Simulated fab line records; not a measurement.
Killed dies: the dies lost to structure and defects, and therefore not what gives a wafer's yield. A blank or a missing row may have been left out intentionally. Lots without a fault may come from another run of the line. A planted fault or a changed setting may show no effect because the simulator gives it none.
Comparing a struck lot with a sound one ; flow sky130 ; 18 out of 708 route steps
Sound: wafers L524.3, L524.4, L524.6. The struck wafers were L534.2, L534.3, L534.5. At the end, the cause is stated.
At each step with rows: each side's tool, then ch and its chambers, then its first start. Under that, the readings that differ: sound wafers ; struck wafers ; difference of the means ; sigmas: that difference in standard deviations of wafers without a fault.
alike: words and numbers the same on both sides, and readings whose means are apart by under 2 such deviations; not compared: readings that were withheld, readings missing a value for some wafer, numbers with overlapping values and no deviation given by the record, and bounds like >300 which may hide the same value.
A row with sigmas, a row that says differs or no value, or rows on one side alone: a step with any of these is where the two part. Numbers that have no deviation but don't overlap get no sigmas and don't part them. A reading that every wafer of one side lacks parts them only if that side has two wafers or more.

first, 3 steps without rows for these wafers: SKY_LI_CONTACT_EXPOSE_09 (exposes mask LICM1, target cd 170 nm); SKY_LI_CONTACT_PEB_10; SKY_LI_CONTACT_DEVELOP_11 (develop time 60 s).
SKY_LI_CONTACT_CD_MEAS_12: target cd 170 nm.
  sound on cd_sem-01, day 29 10:07; struck on cd_sem-01, day 32 22:15
  alike: cd_nm
SKY_LI_CONTACT_OVL_MEAS_13:
  sound on overlay-01, day 29 10:13; struck on overlay-02, day 32 22:22
  alike: LI_CONTACT_OVL
SKY_LI_CONTACT_ETCH_14: etches BARC in N2/H2, stops on SiO2, time 45.9 s, target depth 60 nm.
  sound on rie_diel-02 ch 1,3, day 29 10:14; struck on rie_diel-01 ch 1,2,3, day 32 22:23
  alike: drypump_motor_current_A, n2_flow_sccm, oes_product_au, throttle_valve_pct
  not compared: rf_hours_counter_h
SKY_LI_CONTACT_ETCH_15: etches PSG in C4F8/O2/Ar, stops on Si, target depth 600 nm.
  sound on rie_diel-02 ch 1,3, day 29 10:16; struck on rie_diel-01 ch 1,2,3, day 32 22:26
  alike: oes_product_au
SKY_LI_CONTACT_STRIP_16: strips in O2/N2.
  sound on plasma_asher-01 ch 0,1, day 29 10:23; struck on plasma_asher-01 ch 0,1, day 32 22:31
  alike: drypump_motor_current_A, n2_flow_sccm, oes_product_au, strip_time_to_endpoint_s
  not compared: rf_hours_counter_h
then, 3 steps without rows for these wafers: SKY_LI_CONTACT_CLEAN_17 (cleans in NMP, time 600 s); SKY_LI_CONTACT_PRE_CLEAN_18 (time 5.6 s); SKY_LI_CONTACT_SPUTTER_19 (material Ti, target thk 20 nm, time 106.37 s).
SKY_LI_CONTACT_SPUTTER_20: material TiN, target thk 20 nm, time 80 s.
  sound on pvd_sputter-01, day 29 10:54; struck on pvd_sputter-03, day 32 22:53
  alike: throttle_valve_pct
SKY_LI_CONTACT_CVD_21: deposits W, target thk 400 nm, time 120.56 s.
  sound on cvd_w-02 ch 1, day 29 11:03; struck on cvd_w-02 ch 1, day 32 22:57
reading;sound;struck;difference;sigmas
susceptor_temp_C (C);399.96 399.93 399.85;407.39 407.31 407.15;+7.37;+33
model.W_of_LI_CONTACT_CVD_21.thk_nm (nm);407.5 401 402.1;449.2 447.9 445.5;+44.0;
  alike: heater_power_w
  not compared: since_wet_clean_h
SKY_LI_CONTACT_RS_MEAS_22: the measuring method here is four-point-probe.
  sound on film_metro-02, day 29 11:16; struck on film_metro-03, day 32 23:05
reading;sound;struck;difference;sigmas
LI_CONTACT_W_RS (ohm/sq);0.2795 0.2841 0.2833;0.2536 0.2545 0.2553;-0.0278;-11
SKY_LI_CONTACT_THK_MEAS_23: measures by xrf.
  sound on film_metro-02, day 29 11:22; struck on film_metro-03, day 32 23:12
reading;sound;struck;difference;sigmas
LI_CONTACT_W_THK (nm);420 414 418;472 467 467;+51;+7
SKY_LI_CONTACT_CMP_24: polishes, stops on PSG, t overpolish 20 s, target thk 0 nm.
  sound on cmp-02 ch 1,2, day 29 11:24; struck on cmp-02 ch 0,1,2, day 32 23:15
reading;sound;struck;difference;sigmas
time_to_endpoint_s (s);97.6 99.5 101.5;110.8 110.1 111.6;+11.3;+4
  alike: motor_current_A
SKY_LOCAL_INTERCONNECT_SPUTTER_00: material TiN, target thk 100 nm, time 83.3 s.
  sound on pvd_sputter-04, day 29 11:42; struck on pvd_sputter-02, day 32 23:33
  alike: throttle_valve_pct
-- here the record skips 16 days between the struck wafers' starts before and after, leaving off in module LOCAL_INTERCONNECT and picking up in module PAD_OPEN (first step shown: number 708 of the route) --
SKY_PAD_OPEN_PROBE_99:
  only the struck wafers here have rows in the record (prober-02, day 48 12:42); the sound ones have none

## WHERE THEY PART
At SKY_LI_CONTACT_CVD_21 first; at SKY_PAD_OPEN_PROBE_99 last (within this record only).

WHY: what the simulator had put in
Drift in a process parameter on cvd_w-02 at SKY_LI_CONTACT_CVD_21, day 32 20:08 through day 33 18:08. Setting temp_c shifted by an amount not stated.
